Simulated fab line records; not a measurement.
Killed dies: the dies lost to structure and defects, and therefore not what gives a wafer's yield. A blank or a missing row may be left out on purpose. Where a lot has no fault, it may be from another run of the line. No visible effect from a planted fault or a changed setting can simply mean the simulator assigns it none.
fab line records -- flow sky130
[record] lots = 6, wafers = 18, lastDay = 50
route steps=708 shown METAL3@556 PAD_OPEN@708
lots untouched by any fault: they come from a run of this same line in which no faults occurred
startH: hours from the record's first day to the start of the lot's first wafer shown -- waitH: hours elapsed since this lot's preceding step -- " repeats the value in the row above -- L1.1+2: several wafers, shown together as one row -- - value missing, or start not given -- * or withheld: withheld -- < > ~ a bound
route shown NAME@n: names a module that has steps shown in the file, with the first one's number in the route -- usual: mean and standard deviation over wafers with no fault -- same: alike in all rows -- chamber/n: place in a boat -- sites: the reading at each site -- _std_site: standard deviation of those values -- _edge_site: the outer-site mean with the inner-site mean subtracted -- radiusMm: for every site, how far away it sits from the centre of the wafer -- mask NAME#n: copy n -- behind: the last tool/chamber to shape the wafer -- hold: why the lot was held/for how many hours/how that ended -- device: whichever transistor did not switch (one of n, p or np) -- end of line: at the end of the route, the tests of the same wafers -- a step without rows: its recipe alone -- killed: dies that structure and defects cost at the first sort, which is not the same as the wafer's yield -- map: a wafer's dies, marking killed ones x, the rest . and places with no die _
set.NAME: the setting that was run; set.NAME@STEP: the one run at that earlier step -- model.NAME: the simulator's own value behind a step, which no gauge read
a table for each step, a row for each wafer; lots at some steps of the route
services: the hour from which a tool's chamber was out of use, counted from the record's first day as startH (under 0 if before that day), plus the number of hours and why
[[steps]]
[step SKY_METAL3_HMDS_06]
[recipe] primeTimeS = 60, primeTempC = 120
[step SKY_METAL3_COAT_07]
[recipe] resist = BARC, tempC = withheld, timeS = withheld, spinRpm = 3000, resistThkNm = 60
[step SKY_METAL3_COAT_08]
[recipe] resist = KrF-thick, spinRpm = 3000, resistThkNm = 1140
[step SKY_METAL3_SOFTBAKE_09]
[recipe] tempC = 100, timeS = 90, resist = KrF-thick
[step SKY_METAL3_EXPOSE_10]
[recipe] maskId = MM3, na = 0.68, sourceShape = annular, sigmaInner = 0.4, sigmaOuter = 0.8, targetCdNm = 300, doseMj = 28
[step SKY_METAL3_PEB_11]
[recipe] pebTempC = withheld, pebTimeS = withheld, resist = KrF-thick
[step SKY_METAL3_DEVELOP_12]
[recipe] developTimeS = 60, resist = KrF-thick, devTempC = 21
[step SKY_METAL3_CD_MEAS_13]
[recipe] targetCdNm = 300
[usual] cdNm = 299.7/1.7
lot.wafer,tool,chamber,startH,waitH,cdNm
L619.1,cdSem-01,-,936.79,-,300.5
L619.4,cdSem-01,-,936.79,-,299.3
L619.6,cdSem-01,-,936.79,-,299.1
L626.3,cdSem-01,-,981.45,-,299.5
L626.5,cdSem-01,-,981.45,-,300.6
L626.6,cdSem-01,-,981.45,-,299.9
L627.1,cdSem-01,-,985.89,-,299.4
L627.3,cdSem-01,-,985.89,-,300.2
L627.5,cdSem-01,-,985.89,-,300.4
L632.1,cdSem-01,-,1020.54,-,299.6
L632.4,cdSem-01,-,1020.54,-,298.5
L632.6,cdSem-01,-,1020.54,-,299.0
L635.1,cdSem-01,-,1035.89,-,298.2
L635.2,cdSem-01,-,1035.89,-,298.9
L635.3,cdSem-01,-,1035.89,-,297.9
L637.2,cdSem-01,-,1047.18,-,300.6
L637.3,cdSem-01,-,1047.18,-,300.1
L637.4,cdSem-01,-,1047.18,-,299.8
[step SKY_METAL3_OVL_MEAS_14]
[usual] METAL3_OVL = 4/6.5
lot.wafer,tool,chamber,startH,waitH,METAL3_OVL[nm]
L619.1,overlay-01,-,936.91,0.1,1
L619.4,overlay-01,-,936.91,0.1,0
L619.6,overlay-01,-,936.91,0.1,0
L626.3,overlay-01,-,981.54,0.1,5
L626.5,overlay-01,-,981.54,0.1,-1
L626.6,overlay-01,-,981.54,0.1,11
L627.1,overlay-01,-,986.01,0.1,5
L627.3,overlay-01,-,986.01,0.1,8
L627.5,overlay-01,-,986.01,0.1,5
L632.1,overlay-01,-,1020.66,0.1,0
L632.4,overlay-01,-,1020.66,0.1,5
L632.6,overlay-01,-,1020.66,0.1,6
L635.1,overlay-02,-,1036.01,0.1,11
L635.2,overlay-02,-,1036.01,0.1,6
L635.3,overlay-02,-,1036.01,0.1,0
L637.2,overlay-02,-,1047.29,0.1,-2
L637.3,overlay-02,-,1047.29,0.1,-2
L637.4,overlay-02,-,1047.29,0.1,-4
[step SKY_METAL3_DESCUM_15]
[recipe] chemistry = O2, sourcePowerW = 150, biasPowerW = 0, pressureMtorr = 10, tempC = 40, timeS = 8
[usual] drypumpMotorCurrentA = 5.36/0.28, oesProductAu = 0.999/0.016
lot.wafer,tool,chamber,startH,waitH,drypumpMotorCurrentA,oesProductAu,rfHoursCounterH
L619.1,rieMetal-03,0,936.95,0.0,4.94,1.004,1
L619.4,rieMetal-03,0,936.95,0.0,4.93,1.006,-
L619.6,rieMetal-03,1,936.95,0.0,5.42,1.023,-
L626.3,rieMetal-01,0,981.58,0.0,5.55,0.991,-
L626.5,rieMetal-01,0,981.58,0.0,5.54,0.995,-
L626.6,rieMetal-01,1,981.58,0.0,5.58,0.974,-
L627.1,rieMetal-02,0,986.05,0.0,5.14,0.994,11
L627.3,rieMetal-02,0,986.05,0.0,5.14,0.982,-
L627.5,rieMetal-02,0,986.05,0.0,5.16,0.992,-
L632.1,rieMetal-03,1,1020.70,0.0,5.39,1.021,12
L632.4,rieMetal-03,0,1020.70,0.0,4.94,0.998,-
L632.6,rieMetal-03,1,1020.70,0.0,5.39,1.015,-
L635.1,rieMetal-01,0,1036.05,0.0,5.53,0.987,13
L635.2,rieMetal-01,1,1036.05,0.0,5.59,0.974,9
L635.3,rieMetal-01,1,1036.05,0.0,5.56,0.964,-
L637.2,rieMetal-03,0,1047.32,0.0,4.93,1.008,8
L637.3,rieMetal-03,1,1047.32,0.0,5.40,1.037,-
L637.4,rieMetal-03,0,1047.32,0.0,4.93,1.010,-
[step SKY_METAL3_ETCH_16]
[recipe] chemistry = N2/H2, target = BARC, ionEnergyEv = 200, biasW = 100, pressureMtorr = 30, n2FlowSccm = 100, h2FlowSccm = 200, icpW = 500, stopOn = SiO2, timeS = 88.2, targetDepthA = 600
[usual] biasW = 99.99/0.27, chamberPressureMTorr = 29.999/0.028, drypumpMotorCurrentA = 5.37/0.28, oesProductAu = 0.626/0.0046, throttleValvePct = 13.204/0.0096
lot.wafer,tool,chamber,startH,waitH,biasW,chamberPressureMTorr,drypumpMotorCurrentA,oesProductAu,rfHoursCounterH,throttleValvePct
L619.1,rieMetal-03,0,936.98,0.0,100.53,29.975,4.94,0.631,1,13.188
L619.4,rieMetal-03,0,936.98,0.0,99.95,29.999,4.95,0.632,-,13.203
L619.6,rieMetal-03,1,936.98,0.0,100.04,30.017,5.43,0.631,-,13.203
L626.3,rieMetal-01,0,981.63,0.0,100.09,30.012,5.54,0.633,-,13.205
L626.5,rieMetal-01,0,981.63,0.0,99.83,29.979,5.57,0.629,-,13.202
L626.6,rieMetal-01,1,981.63,0.0,100.28,30.004,5.58,0.624,-,13.199
L627.1,rieMetal-02,0,986.08,0.0,100.12,29.975,5.16,0.623,11,13.209
L627.3,rieMetal-02,0,986.08,0.0,100.08,29.985,5.16,0.631,-,13.203
L627.5,rieMetal-02,0,986.08,0.0,99.83,30.001,5.16,0.625,-,13.202
L632.1,rieMetal-03,1,1020.73,0.0,99.93,30.024,5.41,0.624,12,13.192
L632.4,rieMetal-03,0,1020.73,0.0,99.82,30.025,4.93,0.623,-,13.204
L632.6,rieMetal-03,1,1020.73,0.0,99.66,30.001,5.40,0.628,-,13.197
L635.1,rieMetal-01,0,1036.08,0.0,100.53,29.992,5.57,0.623,13,13.201
L635.2,rieMetal-01,1,1036.08,0.0,99.96,29.984,5.60,0.619,9,13.201
L635.3,rieMetal-01,1,1036.08,0.0,99.85,30.041,5.61,0.619,-,13.200
L637.2,rieMetal-03,0,1047.35,0.0,99.67,30.002,4.94,0.632,8,13.203
L637.3,rieMetal-03,1,1047.35,0.0,100.03,30.054,5.44,0.624,-,13.202
L637.4,rieMetal-03,0,1047.35,0.0,100.08,30.010,4.93,0.630,-,13.213
[step SKY_METAL3_ETCH_17]
[recipe] target = SiO2, stopOn = TiN, chemistry = C4F8/O2/Ar, sourceW = 1500, biasW = 1200, pressureMtorr = 40, c4f8FlowSccm = withheld, O2_flow_sccm = 6, Ar_flow_sccm = 300, timeS = 3.9, targetDepthA = 150
[usual] biasW = 1200/3.5, chamberPressureMTorr = 40.00/0.038, oesProductAu = 0.753/0.0064
lot.wafer,tool,chamber,startH,waitH,biasW,chamberPressureMTorr,oesProductAu
L619.1,rieDiel-03,0,937.08,0.1,1198,39.96,0.741
L619.4,rieDiel-03,1,937.08,0.1,1199,40.00,0.759
L619.6,rieDiel-03,1,937.08,0.1,1190,39.90,0.757
L626.3,rieDiel-03,3,981.70,0.0,1196,39.93,0.753
L626.5,rieDiel-03,1,981.70,0.0,1202,39.96,0.754
L626.6,rieDiel-03,2,981.70,0.0,1199,40.05,0.757
L627.1,rieDiel-04,0,986.18,0.1,1198,40.01,0.757
L627.3,rieDiel-04,1,986.18,0.1,1198,39.97,0.749
L627.5,rieDiel-04,3,986.18,0.1,1202,40.08,0.754
L632.1,rieDiel-04,1,1020.83,0.1,1205,39.99,0.748
L632.4,rieDiel-04,3,1020.83,0.1,1206,39.98,0.749
L632.6,rieDiel-04,0,1020.83,0.1,1191,39.99,0.759
L635.1,rieDiel-04,3,1036.18,0.1,1202,39.96,0.743
L635.2,rieDiel-04,1,1036.18,0.1,1208,39.95,0.742
L635.3,rieDiel-04,2,1036.18,0.1,1199,39.98,0.741
L637.2,rieDiel-03,0,1047.45,0.1,1198,40.00,0.751
L637.3,rieDiel-03,3,1047.45,0.1,1200,40.08,0.757
L637.4,rieDiel-03,1,1047.45,0.1,1201,40.02,0.750
[step SKY_METAL3_METAL_ETCH_18]
[recipe] targetDepthA = 8450, stopOn = SiO2, overEtchFrac = 0.3, timeS = 183.1, chemistry = Cl2/BCl3, resistSidewallDeg = 88, pressureMtorr = 10, icpW = 900, biasW = 48.5, Cl2_flow_sccm = 60, bcl3FlowSccm = 30
[usual] bcl3FlowSccm = 29.98/0.09, biasW = 48.52/0.15, drypumpMotorCurrentA = 5.4/0.3, oesProductAu = 0.867/0.0062, throttleValvePct = 22.264/0.0088
lot.wafer,tool,chamber,startH,waitH,bcl3FlowSccm,biasW,drypumpMotorCurrentA,oesProductAu,rfHoursCounterH,throttleValvePct,model.KrF-thick_of_METAL3_COAT_08.thkNm,model.SiO2_of_VIA2_HDPCVD_00.thkNm
L619.1,rieMetal-02,1,937.10,0.0,29.91,48.55,5.8,0.863,2,22.282,531.7,462.9
L619.4,rieMetal-02,0,937.10,0.0,29.92,48.60,5.1,0.859,-,22.259,534.5,465.3
L619.6,rieMetal-02,0,937.10,0.0,29.79,48.61,5.1,0.869,-,22.272,535.7,465.2
L626.3,rieMetal-03,1,981.78,0.1,-,-,-,-,-,-,1073,489.7
L626.5,rieMetal-03,1,981.78,0.1,-,-,-,-,-,-,1075,491.7
L626.6,rieMetal-03,0,981.78,0.1,-,-,-,-,-,-,1072,488.9
L627.1,rieMetal-01,1,986.20,0.0,-,-,-,-,-,-,1072,490.4
L627.3,rieMetal-01,1,986.20,0.0,-,-,-,-,-,-,1076,489.5
L627.5,rieMetal-01,1,986.20,0.0,-,-,-,-,-,-,1076,491.4
L632.1,rieMetal-01,0,1020.85,0.0,30.15,48.26,5.5,0.871,13,22.271,534.4,463
L632.4,rieMetal-01,0,1020.85,0.0,30.02,48.21,5.5,0.867,-,22.270,534.3,463.4
L632.6,rieMetal-01,1,1020.85,0.0,29.97,48.58,5.6,0.873,-,22.275,544.5,466.3
L635.1,rieMetal-03,1,1036.20,0.0,30.03,48.43,5.4,0.867,13,22.264,507.8,463.3
L635.2,rieMetal-03,0,1036.20,0.0,29.95,48.29,4.9,0.871,7,22.276,530.6,463.2
L635.3,rieMetal-03,0,1036.20,0.0,30.07,48.14,4.9,0.872,-,22.275,530.7,465.1
L637.2,rieMetal-01,1,1047.47,0.0,29.93,48.58,5.6,0.878,9,22.258,547.4,467
L637.3,rieMetal-01,0,1047.47,0.0,29.89,48.89,5.5,0.865,-,22.269,536.2,464.9
L637.4,rieMetal-01,1,1047.47,0.0,29.93,48.58,5.6,0.874,-,22.260,540.8,464.7
[step SKY_METAL3_STRIP_19]
[recipe] chemistry = O2/N2, powerW = 1400, pressureMtorr = 1500, platenTempC = withheld, o2FlowSccm = 3000, n2FlowSccm = 300, overashFraction = 0.5
[usual] drypumpMotorCurrentA = 5.4/0.3, oesProductAu = 0.503/0.006, stripTimeToEndpointS = 6.56/0.094
lot.wafer,tool,chamber,startH,waitH,drypumpMotorCurrentA,oesProductAu,rfHoursCounterH,stripTimeToEndpointS
L619.1,plasmaAsher-04,0,937.28,0.1,5.5,0.503,84,6.60
L619.4,plasmaAsher-04,1,937.28,0.1,4.9,0.511,-,6.62
L619.6,plasmaAsher-04,1,937.28,0.1,4.9,0.503,-,6.62
L626.3,plasmaAsher-02,1,981.93,0.1,5.9,0.708,-,11.83
L626.5,plasmaAsher-02,1,981.93,0.1,5.9,0.708,-,11.85
L626.6,plasmaAsher-02,0,981.93,0.1,5.2,0.713,-,11.82
L627.1,plasmaAsher-02,1,986.38,0.1,5.9,0.707,57,11.81
L627.3,plasmaAsher-02,0,986.38,0.1,5.2,0.712,-,11.85
L627.5,plasmaAsher-02,0,986.38,0.1,5.2,0.708,-,11.86
L632.1,plasmaAsher-02,1,1021.03,0.1,5.9,0.502,61,6.61
L632.4,plasmaAsher-02,1,1021.03,0.1,5.9,0.501,-,6.61
L632.6,plasmaAsher-02,0,1021.03,0.1,5.2,0.507,-,6.72
L635.1,plasmaAsher-01,1,1036.38,0.1,5.3,0.487,27,6.36
L635.2,plasmaAsher-01,0,1036.38,0.1,5.4,0.493,27,6.57
L635.3,plasmaAsher-01,0,1036.38,0.1,5.4,0.502,-,6.57
L637.2,plasmaAsher-02,1,1047.65,0.1,5.8,0.513,63,6.74
L637.3,plasmaAsher-02,0,1047.65,0.1,5.2,0.519,-,6.63
L637.4,plasmaAsher-02,1,1047.65,0.1,5.9,0.517,-,6.67
[step SKY_METAL3_STRIP_20]
[recipe] chemistry = postEtchResidueRemover, timeS = 1200, tempC = 72.5
[step SKY_PAD_OPEN_PROBE_99]
[usual] defectLimitedYield = 82.5/2.1, killed_at_M0_to_M3 = 44/7.3, killed_at_M4_up = 3.4/1.8, killedAtContacts = 24/5.8, killedAtFrontEnd = 15/4.9, killedAtOther = 0.4/0.63, killedDies = 86/11, killedOnRim = 17/3.8, killedOpen = 47/8, killedShort = 39/6.5, sort_bin_3_pad_short = 0.9/0.38, sort_bin_5_function = 10.4/1.6, sort_bin_6_memory = 6.2/1.2, sortNPass = 406/11, sortYieldPct = 82.5/2.1
[same] grossDies = 492, killedAtBackSide = 0, sort_bin_4_leakage[%] = 0, sort_bin_8_speed[%] = 0
lot.wafer,tool,chamber,startH,waitH,defectLimitedYield[%],killed_at_M0_to_M3,killed_at_M4_up,killedAtContacts,killedAtFrontEnd,killedAtOther,killedDies,killedOnRim,killedOpen,killedShort,sort_bin_3_pad_short[%],sort_bin_5_function[%],sort_bin_6_memory[%],sortNPass,sortYieldPct[%]
L626.3,prober-01,-,1142.19,0.2,0,428,8,30,26,0,492,96,52,45,1.8,90.4,7.7,0,0
L626.5,prober-01,-,1142.29,0.2,0,455,3,19,15,0,492,96,39,28,0.6,94.9,4.5,0,0
L626.6,prober-01,-,1142.34,0.2,0,458,3,15,16,0,492,96,32,37,1.0,94.3,4.7,0,0
L632.1,prober-02,-,1172.98,0.1,78.5,53,2,29,22,0,106,19,61,45,1.2,12.4,7.9,386,78.5
L632.4,prober-02,-,1173.13,0.2,81.1,48,2,21,19,3,93,15,53,40,0.4,12.8,5.7,399,81.1
L632.6,prober-02,-,1173.23,0.2,79.7,47,3,28,22,0,100,16,64,36,0.4,13.2,6.7,392,79.7
L635.1,prober-02,-,1182.31,0.1,84.1,36,3,16,23,0,78,15,41,37,0.8,9.3,5.7,414,84.1
L635.2,prober-02,-,1182.36,0.1,82.5,43,5,19,18,1,86,19,49,37,1.0,10.8,5.7,406,82.5
L635.3,prober-02,-,1182.41,0.2,86.2,35,4,13,16,0,68,13,33,35,1.0,8.3,4.5,424,86.2
// killed by level:class
L626.3 METAL3:areaEtch=394 CONTACT:geometricParticle:open=14 METAL2:geometricParticle:short=11 POLY_GATE:geometricParticle:open=8 VIA1:geometricParticle:open=8 FIELD_ISO:geometricParticle:short=6 POLY_GATE:geometricParticle:short=6 LI_CONTACT:geometricParticle:open=6
L626.5 METAL3:areaEtch=425 VIA3:geometricParticle:open=7 CONTACT:geometricParticle:open=6 FIELD_ISO:geometricParticle:open=5 POLY_GATE:geometricParticle:short=4 LI_CONTACT:geometricParticle:open=4 CONTACT:geometricParticle:short=4 VIA1:geometricParticle:open=4
L626.6 METAL3:areaEtch=423 VIA1:geometricParticle:open=12 POLY_GATE:geometricParticle:short=7 VIA1:geometricParticle:short=5 CONTACT:geometricParticle:open=4 METAL1:geometricParticle:short=4 VIA2:geometricParticle:open=4 LOCAL_INTERCONNECT:geometricParticle:short=3
L632.1 CONTACT:geometricParticle:open=12 VIA3:geometricParticle:open=12 VIA1:geometricParticle:open=8 FIELD_ISO:geometricParticle:open=7 LI_CONTACT:geometricParticle:open=7 POLY_GATE:geometricParticle:short=6 CONTACT:geometricParticle:short=6 METAL2:geometricParticle:short=6
L632.4 VIA1:geometricParticle:open=11 VIA2:geometricParticle:open=10 CONTACT:geometricParticle:open=8 FIELD_ISO:geometricParticle:open=6 FIELD_ISO:geometricParticle:short=5 LI_CONTACT:geometricParticle:open=5 VIA2:geometricParticle:short=5 CONTACT:geometricParticle:short=5
L632.6 VIA1:geometricParticle:open=15 CONTACT:geometricParticle:open=11 LI_CONTACT:geometricParticle:open=11 VIA1:geometricParticle:short=8 POLY_GATE:geometricParticle:open=6 POLY_GATE:geometricParticle:short=6 VIA2:geometricParticle:open=6 VIA3:geometricParticle:open=6
L635.1 POLY_GATE:geometricParticle:short=9 VIA1:geometricParticle:open=8 CONTACT:geometricParticle:open=7 FIELD_ISO:geometricParticle:open=5 FIELD_ISO:geometricParticle:short=5 METAL1:geometricParticle:short=5 VIA3:geometricParticle:open=5 VIA1:geometricParticle:short=5
L635.2 VIA1:geometricParticle:open=13 CONTACT:geometricParticle:open=10 POLY_GATE:geometricParticle:open=6 VIA1:geometricParticle:short=6 METAL1:geometricParticle:short=5 VIA2:geometricParticle:open=5 POLY_GATE:geometricParticle:short=4 CONTACT:geometricParticle:short=4
L635.3 METAL1:geometricParticle:short=8 VIA1:geometricParticle:short=6 CONTACT:geometricParticle:open=5 VIA2:geometricParticle:open=5 FIELD_ISO:geometricParticle:open=4 POLY_GATE:geometricParticle:open=4 VIA1:geometricParticle:open=4 POLY_GATE:geometricParticle:short=3
// map L626.3 (x killed, . not)
__________xxxxxxxxxx_________
________xxxxxxxxxxxxxx_______
______xxxxxxxxxxxxxxxxxx_____
_____xxxxxxxxxxxxxxxxxxxx____
____xxxxxxxxxxxxxxxxxxxxxx___
___xxxxxxxxxxxxxxxxxxxxxxxx__
__xxxxxxxxxxxxxxxxxxxxxxxxxx_
_xxxxxxxxxxxxxxxxxxxxxxxxxxxx
_xxxxxxxxxxxxxxxxxxxxxxxxxxxx
_xxxxxxxxxxxxxxxxxxxxxxxxxxxx
_xxxxxxxxxxxxxxxxxxxxxxxxxxxx
_xxxxxxxxxxxxxxxxxxxxxxxxxxxx
_xxxxxxxxxxxxxxxxxxxxxxxxxxxx
_xxxxxxxxxxxxxxxxxxxxxxxxxxxx
_xxxxxxxxxxxxxxxxxxxxxxxxxxxx
__xxxxxxxxxxxxxxxxxxxxxxxxxx_
___xxxxxxxxxxxxxxxxxxxxxxxx__
____xxxxxxxxxxxxxxxxxxxxxx___
_____xxxxxxxxxxxxxxxxxxxx____
______xxxxxxxxxxxxxxxxxx_____
________xxxxxxxxxxxxxx_______
__________xxxxxxxxxx_________
// map L637.3 (x killed, . not)
__________......x.x._________
________.x..x...xx...._______
______...x.............._____
_____x..x.....x......x...____
____x......x.....x..x...x.___
___....x.....x.x..x..x...xx__
__..x................x..x..._
_.x..x..x....x..xx......x....
_.x..........xx.....x..x.....
_....x.x...xx.....x.........x
_x...x..............xx...x...
_.....x............xx..x.....
_..x....x.....xx..x....x.x.xx
_......x..x.x.x..x.........xx
_..xx.........x....x.x.x.x...
__....x.x........x....xxxx.._
___.x..........x.x.....x...__
____.x...x.....xx...xx....___
_____.x.x...x...x.x......____
______....x.x..........._____
________x....x..x....._______
__________.....xx.x._________
[[services]]
tool,chamber,startH,hours,kind
rieDiel-03,-,944.98,15.6,pm
plasmaAsher-04,-,952.03,2.8,pm
plasmaAsher-04,-,957.08,2.3,repair
plasmaAsher-04,-,979.60,3.0,repair
rieMetal-01,-,990.28,0.9,repair
rieMetal-02,-,994.70,0.3,repair
rieMetal-01,-,1003.12,2.8,pm
rieMetal-01,-,1024.30,0.3,repair
rieDiel-03,2,1028.07,7.8,repair
[[key]]
[firstSign] step = SKY_METAL3_METAL_ETCH_18, reading = toolRecord, direction = missing
[effect] step = SKY_METAL3_STRIP_19, reading = stripTimeToEndpointS, direction = up, sigmas = 56, usual = *, struck = *
[effect] step = SKY_PAD_OPEN_PROBE_99, reading = killed_at_M0_to_M3, direction = up, sigmas = 55, usual = 44, struck = 447
[modelEffect] step = SKY_METAL3_METAL_ETCH_18, value = KrF-thick_of_METAL3_COAT_08.thkNm, without = 528, struck = 1074
[moreKillsBornAt] SKY_METAL3_METAL_ETCH_18@rieMetal-03 = 1242
metAt SKY_METAL3_METAL_ETCH_18
struckWafers L626.3,L626.5,L626.6,L627.1,L627.3,L627.5
rowsEnd L627.1,L627.3,L627.5
laterRowsLeftOut L626.3,L626.5,L626.6
[earlierFault] kind = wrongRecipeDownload, tool = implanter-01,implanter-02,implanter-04, chamber = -, onsetH = 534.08, steps = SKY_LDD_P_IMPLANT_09, wrongRecipe.notListed = 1
[fault] kind = skippedStepWhole, tool = rieMetal-01,rieMetal-03, chamber = -, onsetH = 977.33, steps = SKY_METAL3_METAL_ETCH_18, scope = struckLotsOnly
// laterRowsLeftOut: the simulator's readings of these wafers behind a module that went badly wrong aren't trusted and aren't shown, but for the sort
// rowsEnd: these wafers met a further fault down the route, and their rows from its step on are left out
